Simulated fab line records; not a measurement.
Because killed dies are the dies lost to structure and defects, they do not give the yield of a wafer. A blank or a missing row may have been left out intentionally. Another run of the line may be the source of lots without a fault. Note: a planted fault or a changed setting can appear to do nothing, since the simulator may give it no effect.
fab line records | flow sky130
record lots=10 wafers=30 last-day=50
route steps=708 shown METAL2@500 VIA2@508 CAPM@539 PAD_OPEN@708
lots that met no fault: taken from a fault-free run of the same line
start-h: hours from the record's first day to the start of the lot's first wafer shown | wait-h: hours elapsed since this lot's preceding step | " repeats the value in the row above | L1.1+2: a single row standing in for several wafers | - no value present, or no start provided | * or withheld: withheld | < > ~ a bound
route shown NAME@n: NAME is a module with steps in the file, n the number in the route of the first one | usual: mean/standard deviation of fault-free wafers | same: alike in all rows | chamber/n: place in a boat | sites: the reading at each site | _std_site: the values' standard deviation | _edge_site: outer sites' mean less inner sites' | radius-mm: how far each site lies from the wafer's centre | mask NAME#n: copy n | behind: the tool/chamber that last shaped the wafer | hold: reason for holding the lot/hours on hold/outcome of the hold | device: whichever transistor did not switch (one of n, p or np) | end of line: tests of these same wafers at the route's end | a step with no rows: only its recipe | killed: at the first sort, the dies lost to defects and structure; wafer yield is something else | map: a wafer's dies, x killed, . not, _ none there
set.NAME: the run value of the setting; set.NAME@STEP: its run value at that earlier step | model.NAME: the simulator's own value behind a step, which no gauge read
a sample of lots followed through the steps of the route, with each step as a table and each wafer as a row
services: a tool's chamber out of use, with start hour (start-h, from the record's first day; less than 0 if before it), hours out, and reason
## steps
# step SKY_METAL2_DESCUM_17
# recipe chemistry=O2 source-power-w=150 bias-power-w=0 pressure-mtorr=10 temp-c=40 time-s=8
# usual drypump-motor-current-A=5.7/0.53 oes-product-au=1.004/0.0072
# columns lot.wafer tool chamber start-h wait-h drypump-motor-current-A oes-product-au rf-hours-counter-h
L658.1 rie-metal-02 0 861.07 0.0 6.3 1.012 9
L658.2 " 0 " " 6.4 1.010 -
L658.3 " 0 " " 6.4 1.010 -
L659.2 rie-metal-01 1 874.41 0.0 5.7 1.021 8
L659.4 " 1 " " 5.7 1.011 -
L659.6 " 0 " " 4.9 1.010 -
L660.2 rie-metal-03 1 878.06 0.0 6.0 1.004 3
L660.3 " 0 " " 5.6 1.007 -
L660.4 " 1 " " 5.9 0.997 -
L661.1 rie-metal-01 1 887.87 0.0 5.7 1.005 9
L661.2 " 0 " " 4.9 1.008 7
L661.5 " 0 " " 4.9 0.995 -
L664.1 rie-metal-02 0 914.41 0.0 6.4 1.004 12
L664.2 " 1 " " 5.5 0.998 2
L664.5 " 1 " " 5.5 1.003 -
L666.2 rie-metal-03 1 927.51 0.0 5.9 0.999 5
L666.4 " 0 " " 5.6 0.991 -
L666.5 " 1 " " 5.9 1.001 -
L667.1 rie-metal-01 1 933.82 0.0 5.7 1.018 11
L667.2 " 0 " " 4.8 1.001 9
L667.4 " 1 " " 5.7 1.010 -
L672.2 rie-metal-02 0 966.11 0.0 6.4 1.002 15
L672.3 " 1 " " 5.5 1.006 -
L672.6 " 0 " " 6.4 1.020 -
L673.1 rie-metal-01 0 966.46 0.0 4.9 0.999 11
L673.3 " 0 " " 4.9 1.000 -
L673.5 " 0 " " 4.9 1.003 -
L675.1 rie-metal-02 1 985.51 0.0 5.5 0.996 6
L675.2 " 0 " " 6.4 1.005 16
L675.3 " 1 " " 5.5 0.999 -
# step SKY_VIA2_THK_MEAS_01
# recipe reads=SiO2_of_VIA2_HDPCVD_00
# usual VIA2_HDPCVD_THK=1181/13
# columns lot.wafer tool chamber start-h wait-h VIA2_HDPCVD_THK[nm]
L658.1 film-metro-02 - 862.16 0.1 1180
L658.2 " - " " 1174
L658.3 " - " " 1156
L659.2 film-metro-02 - 875.32 0.1 1180
L659.4 " - " " 1168
L659.6 " - " " 1177
L660.2 film-metro-03 - 878.97 0.1 1200
L660.3 " - " " 1194
L660.4 " - " " 1190
L661.1 film-metro-03 - 888.81 0.1 1176
L661.2 " - " " 1180
L661.5 " - " " 1170
L664.1 film-metro-03 - 915.31 0.1 1186
L664.2 " - " " 1177
L664.5 " - " " 1184
L666.2 film-metro-03 - 928.42 0.1 1189
L666.4 " - " " 1191
L666.5 " - " " 1189
L667.1 film-metro-03 - 934.72 0.1 1200
L667.2 " - " " 1200
L667.4 " - " " 1196
L672.2 film-metro-03 - 967.05 0.1 1192
L672.3 " - " " 1163
L672.6 " - " " 1159
L673.1 film-metro-02 - 967.42 0.1 1200
L673.3 " - " " 1192
L673.5 " - " " 1206
L675.1 film-metro-03 - 986.41 0.1 1180
L675.2 " - " " 1181
L675.3 " - " " 1194
# step SKY_VIA2_RS_MEAS_22
# recipe thk-meas-gauge=four-point-probe reads=W_of_VIA2_CVD_21+TiN_of_VIA2_SPUTTER_20
# usual VIA2_W_RS=0.273/0.0031
# columns lot.wafer tool chamber start-h wait-h VIA2_W_RS[ohm/sq]
L658.1 film-metro-03 - 889.81 0.1 0.279
L658.2 " - " " 0.274
L658.3 " - " " 0.276
L659.2 film-metro-03 - 901.68 0.1 0.278
L659.4 " - " " 0.275
L659.6 " - " " 0.278
L660.2 film-metro-02 - 905.86 0.1 0.275
L660.3 " - " " 0.274
L660.4 " - " " 0.272
L661.1 film-metro-04 - 915.06 0.1 0.280
L661.2 " - " " 0.278
L661.5 " - " " 0.275
L664.1 film-metro-02 - 941.34 0.1 0.271
L664.2 " - " " 0.270
L664.5 " - " " 0.273
L666.2 film-metro-04 - 953.96 0.1 0.273
L666.4 " - " " 0.273
L666.5 " - " " 0.273
L667.1 film-metro-04 - 960.10 0.1 0.276
L667.2 " - " " 0.273
L667.4 " - " " 0.272
L672.2 film-metro-03 - 993.00 0.1 0.275
L672.3 " - " " 0.276
L672.6 " - " " 0.273
L673.1 film-metro-02 - 993.15 0.1 0.269
L673.3 " - " " 0.275
L673.5 " - " " 0.275
L675.1 film-metro-03 - 1010.71 0.1 0.276
L675.2 " - " " 0.271
L675.3 " - " " 0.271
# step SKY_CAPM_SPUTTER_02
# recipe material=TiN target-thk-nm=200 temp-c=300 power-w=6500 time-s=166.7 chamber-pressure-pa=0.4
# usual throttle-valve-pct=30.6/0.93
# columns lot.wafer tool chamber start-h wait-h throttle-valve-pct
L658.1 pvd-sputter-04 - 890.73 0.1 31.0
L658.2 " - " " 30.4
L658.3 " - " " 31.0
L659.2 pvd-sputter-03 - 902.38 0.0 30.7
L659.4 " - " " 31.0
L659.6 " - " " 31.4
L660.2 pvd-sputter-03 - 906.57 0.0 31.6
L660.3 " - " " 30.9
L660.4 " - " " 30.7
L661.1 pvd-sputter-02 - 915.84 0.1 29.2
L661.2 " - " " 29.0
L661.5 " - " " 29.3
L664.1 pvd-sputter-04 - 942.06 0.1 30.8
L664.2 " - " " 30.9
L664.5 " - " " 30.9
L666.2 pvd-sputter-03 - 954.66 0.0 30.7
L666.4 " - " " 31.6
L666.5 " - " " 31.4
L667.1 pvd-sputter-03 - 960.82 0.1 30.9
L667.2 " - " " 30.8
L667.4 " - " " 31.7
L672.2 pvd-sputter-02 - 993.86 0.0 29.3
L672.3 " - " " 29.6
L672.6 " - " " 29.4
L673.1 pvd-sputter-04 - 993.98 0.1 29.2
L673.3 " - " " 30.5
L673.5 " - " " 29.1
L675.1 pvd-sputter-04 - 1011.44 0.1 30.7
L675.2 " - " " 30.6
L675.3 " - " " 29.0
# step SKY_CAPM_RS_MEAS_03
# recipe thk-meas-gauge=four-point-probe reads=TiN_of_CAPM_SPUTTER_02
# usual CAPM_TIN_RS=6.89/0.069
# columns lot.wafer tool chamber start-h wait-h CAPM_TIN_RS[ohm/sq]
L658.1 film-metro-01 - 890.84 0.1 6.97
L658.2 " - " " 6.94
L658.3 " - " " 6.96
L659.2 film-metro-02 - 902.51 0.1 6.90
L659.4 " - " " 6.84
L659.6 " - " " 6.95
L660.2 film-metro-04 - 906.70 0.1 6.97
L660.3 " - " " 6.90
L660.4 " - " " 6.95
L661.1 film-metro-04 - 915.95 0.1 6.99
L661.2 " - " " 6.94
L661.5 " - " " 7.02
L664.1 film-metro-02 - 942.17 0.1 6.87
L664.2 " - " " 6.85
L664.5 " - " " 6.91
L666.2 film-metro-01 - 954.78 0.1 7.55
L666.4 " - " " 6.74
L666.5 " - " " 7.53
L667.1 film-metro-04 - 960.93 0.1 6.82
L667.2 " - " " 7.70
L667.4 " - " " 6.94
L672.2 film-metro-01 - 994.00 0.1 6.75
L672.3 " - " " 6.88
L672.6 " - " " 6.76
L673.1 film-metro-01 - 994.16 0.1 6.93
L673.3 " - " " 6.87
L673.5 " - " " 6.92
L675.1 film-metro-02 - 1011.55 0.1 6.96
L675.2 " - " " 6.88
L675.3 " - " " 6.88
# step SKY_CAPM_THK_MEAS_04
# recipe thk-meas-gauge=xrf reads=TiN_of_CAPM_SPUTTER_02
# usual CAPM_TIN_THK=200.7/2.2
# columns lot.wafer tool chamber start-h wait-h CAPM_TIN_THK[nm]
L658.1 film-metro-01 - 890.96 0.1 198.4
L658.2 " - " " 199.2
L658.3 " - " " 197.5
L659.2 film-metro-02 - 902.62 0.1 202.1
L659.4 " - " " 202.5
L659.6 " - " " 200.2
L660.2 film-metro-04 - 906.81 0.1 199.5
L660.3 " - " " 201.3
L660.4 " - " " 200.0
L661.1 film-metro-04 - 916.07 0.1 198.4
L661.2 " - " " 199.6
L661.5 " - " " 196.8
L664.1 film-metro-02 - 942.29 0.1 203.4
L664.2 " - " " 203.2
L664.5 " - " " 202.7
L666.2 film-metro-01 - 954.89 0.1 181.9
L666.4 " - " " 202.9
L666.5 " - " " 181.3
L667.1 film-metro-04 - 961.05 0.1 202.1
L667.2 " - " " 180.6
L667.4 " - " " 199.1
L672.2 film-metro-01 - 994.11 0.1 203.9
L672.3 " - " " 199.5
L672.6 " - " " 203.0
L673.1 film-metro-01 - 994.28 0.1 198.8
L673.3 " - " " 200.1
L673.5 " - " " 198.3
L675.1 film-metro-02 - 1011.67 0.1 199.5
L675.2 " - " " 200.4
L675.3 " - " " 202.8
# step SKY_CAPM_METAL_ETCH_13
# recipe target-depth-nm=220 stop-on=SiO2 chemistry=Cl2/BCl3 target=TiN pressure-mtorr=10 icp-w=900 bias-w=48.5 Cl2_flow_sccm=60 bcl3-flow-sccm=30 time-s=62.9
# usual drypump-motor-current-A=5.8/0.56 oes-product-au=0.943/0.007 throttle-valve-pct=21.901/0.0099
# columns lot.wafer tool chamber start-h wait-h drypump-motor-current-A oes-product-au rf-hours-counter-h throttle-valve-pct
L658.1 rie-metal-01 0 915.98 0.0 4.9 0.930 9 21.893
L658.2 " 1 " " 5.7 0.935 10 21.904
L658.3 " 0 " " 4.8 0.942 - 21.893
L659.2 rie-metal-04 1 926.00 0.0 6.0 0.938 6 21.892
L659.4 " 0 " " 6.5 0.941 - 21.892
L659.6 " 0 " " 6.5 0.941 - 21.888
L660.2 rie-metal-02 0 931.45 0.0 6.4 0.947 13 21.908
L660.3 " 1 " " 5.5 0.947 - 21.895
L660.4 " 0 " " 6.4 0.949 - 21.892
L661.1 rie-metal-01 0 940.44 0.0 4.9 0.941 10 21.904
L661.2 " 1 " " 5.7 0.949 11 21.916
L661.5 " 1 " " 5.7 0.933 - 21.910
L664.1 rie-metal-04 0 966.55 0.0 6.5 0.947 16 21.905
L664.2 " 1 " " 6.0 0.947 8 21.893
L664.5 " 1 " " 6.0 0.934 - 21.902
L666.2 rie-metal-01 0 978.49 0.0 4.9 0.899 11 21.930
L666.4 " 1 " " 5.7 0.955 - 21.896
L666.5 " 1 " " 5.7 0.898 - 21.947
L667.1 rie-metal-01 0 984.74 0.0 4.8 0.964 12 21.906
L667.2 " 1 " " 5.7 0.884 14 21.944
L667.4 " 0 " " 4.8 0.949 - 21.909
L672.2 rie-metal-01 1 1017.24 0.0 5.7 0.958 15 21.908
L672.3 " 0 " " 4.8 0.944 - 21.895
L672.6 " 0 " " 4.9 0.952 - 21.905
L673.1 rie-metal-02 1 1017.33 0.0 5.5 0.940 8 21.913
L673.3 " 1 " " 5.4 0.945 - 21.907
L673.5 " 0 " " 6.4 0.937 - 21.911
L675.1 rie-metal-01 1 1034.60 0.0 5.7 0.931 17 21.887
L675.2 " 0 " " 4.9 0.945 15 21.904
L675.3 " 0 " " 4.9 0.944 - 21.919
# step SKY_PAD_OPEN_PROBE_99
# usual defect-limited-yield=82.5/1.9 killed_at_M0_to_M3=43/6.8 killed_at_M4_up=3.2/1.7 killed-at-contacts=24/5.7 killed-at-front-end=16/4.3 killed-at-other=0.3/0.56 killed-dies=86/9.5 killed-open=47/6.9 killed-short=39/5.8 sort_bin_3_pad_short=0.9/0.39 sort_bin_5_function=10.3/1.5 sort_bin_6_memory=6.3/1.1 sort-n-pass=406/9.5 sort-yield-pct=82.5/1.9
# same gross-dies=492 killed-at-back-side=0 sort_bin_4_leakage[%]=0 sort_bin_8_speed[%]=0
# columns lot.wafer tool chamber start-h wait-h defect-limited-yield[%] killed_at_M0_to_M3 killed_at_M4_up killed-at-contacts killed-at-front-end killed-at-other killed-dies killed-open killed-short sort_bin_3_pad_short[%] sort_bin_5_function[%] sort_bin_6_memory[%] sort-n-pass sort-yield-pct[%]
L658.1 prober-01 - 1110.23 0.1 87.2 34 2 13 13 1 63 33 30 0.6 6.9 5.3 429 87.2
L658.2 prober-01 - 1110.28 0.1 83.5 35 4 25 17 0 81 38 42 1.2 9.3 5.9 411 83.5
L658.3 prober-01 - 1110.33 0.2 84.1 40 5 20 12 1 78 36 42 0.8 9.1 5.9 414 84.1
L659.2 prober-01 - 1117.36 0.1 82.9 40 4 26 14 0 84 50 31 0.2 11.0 5.9 408 82.9
L659.4 prober-01 - 1117.46 0.2 82.1 34 5 32 17 0 88 52 36 0.2 10.0 7.7 404 82.1
L659.6 prober-01 - 1117.56 0.2 81.1 43 2 27 21 0 93 44 48 1.2 11.0 6.7 399 81.1
L666.2 prober-02 - 1158.72 0.1 83.7 44 2 19 14 1 80 44 35 0.8 9.3 6.1 412 83.7
L666.4 prober-02 - 1158.82 0.2 83.7 46 3 18 13 0 80 43 37 0.8 8.5 6.9 412 83.7
L666.5 prober-02 - 1158.87 0.2 80.1 44 4 30 20 0 98 56 41 1.0 12.0 6.9 394 80.1
L667.1 prober-01 - 1162.36 0.1 82.9 40 4 19 21 0 84 42 42 1.8 7.1 8.1 408 82.9
L667.2 prober-01 - 1162.41 0.1 85.2 37 5 18 13 0 73 35 38 0.8 7.5 6.5 419 85.2
L667.4 prober-01 - 1162.51 0.2 83.1 37 4 24 18 0 83 35 48 1.8 9.6 5.5 409 83.1
L673.1 prober-02 - 1188.52 0.1 82.3 42 2 27 15 1 87 42 45 1.2 10.0 6.5 405 82.3
L673.3 prober-02 - 1188.62 0.2 83.3 44 3 23 12 0 82 49 33 0.6 10.0 6.1 410 83.3
L673.5 prober-02 - 1188.72 0.2 81.3 50 2 26 14 0 92 48 44 1.0 11.2 6.5 400 81.3
# killed by level:class
L658.1 VIA3:geometric-particle:open=9 VIA1:geometric-particle:open=5 METAL2:geometric-particle:short=5 POLY_GATE:geometric-particle:short=4 LI_CONTACT:geometric-particle:open=4 VIA2:geometric-particle:open=4 LOCAL_INTERCONNECT:geometric-particle:short=3 CONTACT:geometric-particle:open=3
L658.2 METAL1:geometric-particle:short=10 LI_CONTACT:geometric-particle:open=8 CONTACT:geometric-particle:open=7 VIA2:geometric-particle:open=7 POLY_GATE:geometric-particle:short=5 CONTACT:geometric-particle:short=5 VIA1:geometric-particle:open=5 VIA3:geometric-particle:open=5
L658.3 LI_CONTACT:geometric-particle:open=7 CONTACT:geometric-particle:short=7 VIA1:geometric-particle:open=7 VIA1:geometric-particle:short=6 METAL2:geometric-particle:short=6 CONTACT:geometric-particle:open=4 METAL1:geometric-particle:short=4 VIA2:geometric-particle:short=4
L659.2 LI_CONTACT:geometric-particle:open=11 VIA1:geometric-particle:open=11 CONTACT:geometric-particle:open=7 VIA3:geometric-particle:open=6 POLY_GATE:geometric-particle:short=5 METAL1:geometric-particle:short=5 VIA2:geometric-particle:open=5 METAL4:geometric-particle:short=4
L659.4 CONTACT:geometric-particle:open=17 VIA1:geometric-particle:open=10 FIELD_ISO:geometric-particle:open=6 VIA3:geometric-particle:open=6 LOCAL_INTERCONNECT:geometric-particle:short=5 FIELD_ISO:geometric-particle:short=4 POLY_GATE:geometric-particle:short=4 LI_CONTACT:geometric-particle:open=4
L659.6 LI_CONTACT:geometric-particle:open=10 VIA1:geometric-particle:open=9 METAL1:geometric-particle:short=7 CONTACT:geometric-particle:short=7 LOCAL_INTERCONNECT:geometric-particle:short=5 VIA3:geometric-particle:open=5 FIELD_ISO:geometric-particle:short=4 FIELD_ISO:geometric-particle:open=4
L666.2 CONTACT:geometric-particle:open=10 VIA1:geometric-particle:open=9 VIA2:geometric-particle:open=7 VIA3:geometric-particle:open=7 VIA1:geometric-particle:short=6 FIELD_ISO:geometric-particle:open=3 POLY_GATE:geometric-particle:short=3 VIA2:geometric-particle:short=3
L666.4 VIA1:geometric-particle:open=17 FIELD_ISO:geometric-particle:open=6 VIA1:geometric-particle:short=6 LI_CONTACT:geometric-particle:open=5 LOCAL_INTERCONNECT:geometric-particle:short=5 CONTACT:geometric-particle:short=5 METAL1:geometric-particle:short=5 VIA3:geometric-particle:open=5
L666.5 CONTACT:geometric-particle:open=16 VIA1:geometric-particle:open=11 VIA1:geometric-particle:short=10 LI_CONTACT:geometric-particle:open=6 FIELD_ISO:geometric-particle:short=5 FIELD_ISO:geometric-particle:open=5 VIA2:geometric-particle:open=5 VIA3:geometric-particle:open=5
L667.1 LI_CONTACT:geometric-particle:open=11 VIA2:geometric-particle:open=9 VIA1:geometric-particle:open=8 METAL2:geometric-particle:short=6 FIELD_ISO:geometric-particle:short=5 FIELD_ISO:geometric-particle:open=4 CONTACT:geometric-particle:short=4 METAL1:geometric-particle:short=4
L667.2 VIA1:geometric-particle:open=9 METAL1:geometric-particle:short=8 CONTACT:geometric-particle:open=6 FIELD_ISO:geometric-particle:open=5 CONTACT:geometric-particle:short=5 METAL3:geometric-particle:open=4 VIA1:geometric-particle:short=4 VIA3:geometric-particle:open=3
L667.4 CONTACT:geometric-particle:open=7 VIA1:geometric-particle:short=7 CONTACT:geometric-particle:short=6 VIA1:geometric-particle:open=6 LI_CONTACT:geometric-particle:short=5 LI_CONTACT:geometric-particle:open=5 METAL2:geometric-particle:short=5 VIA2:geometric-particle:open=5
L673.1 VIA3:geometric-particle:open=12 LI_CONTACT:geometric-particle:open=9 METAL2:geometric-particle:short=7 CONTACT:geometric-particle:open=7 METAL1:geometric-particle:short=6 VIA1:geometric-particle:open=6 FIELD_ISO:geometric-particle:short=4 POLY_GATE:geometric-particle:short=4
L673.3 VIA1:geometric-particle:open=14 VIA3:geometric-particle:open=9 CONTACT:geometric-particle:open=8 FIELD_ISO:geometric-particle:short=7 LI_CONTACT:geometric-particle:open=6 CONTACT:geometric-particle:short=5 VIA2:geometric-particle:open=5 VIA2:geometric-particle:short=4
L673.5 VIA3:geometric-particle:open=10 VIA1:geometric-particle:open=9 CONTACT:geometric-particle:open=8 VIA2:geometric-particle:open=8 VIA1:geometric-particle:short=7 CONTACT:geometric-particle:short=5 LOCAL_INTERCONNECT:geometric-particle:short=5 METAL1:geometric-particle:short=5
## services
# columns tool chamber start-h hours kind
rie-metal-03 1 840.40 2.4 repair
rie-metal-02 1 848.24 - clean
rie-metal-02 1 848.24 18.5 scheduled-down
rie-metal-02 1 848.24 18.5 vent-cycle
rie-metal-02 - 870.06 1.5 repair
pvd-sputter-03 - 871.82 5.3 repair
rie-metal-01 - 912.37 2.8 pm
rie-metal-01 - 920.22 0.5 repair
pvd-sputter-03 - 940.61 5.2 repair
pvd-sputter-02 1 941.48 - consumable-replace:kit
pvd-sputter-02 1 941.48 18.0 scheduled-down
pvd-sputter-02 1 941.48 18.0 vent-cycle
pvd-sputter-03 - 944.92 1.8 repair
rie-metal-03 1 948.72 16.2 repair
pvd-sputter-03 1 1016.21 - consumable-replace:kit
pvd-sputter-03 1 1016.21 18.0 scheduled-down
pvd-sputter-03 1 1016.21 18.0 vent-cycle
## key
first-sign step=SKY_CAPM_RS_MEAS_03 reading=CAPM_TIN_RS direction=up sigmas=10 usual=6.89 struck=7.59
effect step=SKY_CAPM_THK_MEAS_04 reading=CAPM_TIN_THK direction=down sigmas=8.9 usual=200.7 struck=181.2
effect step=SKY_CAPM_METAL_ETCH_13 reading=oes-product-au direction=down sigmas=7 usual=0.943 struck=0.894
met-at SKY_CAPM_SPUTTER_02
struck-lots L666,L667
struck-wafers L666.2,L666.5,L667.2
not-acting-at SKY_METAL2_DESCUM_17,SKY_VIA2_THK_MEAS_01,SKY_VIA2_RS_MEAS_22
onset-between 906.57 954.66
fault kind=process-parameter-drift tool=pvd-sputter-03 chamber=- onset-h=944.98 steps=SKY_CAPM_SPUTTER_02 channel=time-s offset=* shape=step end-h=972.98 scope=struck-wafers-only acts-in=* stated=*
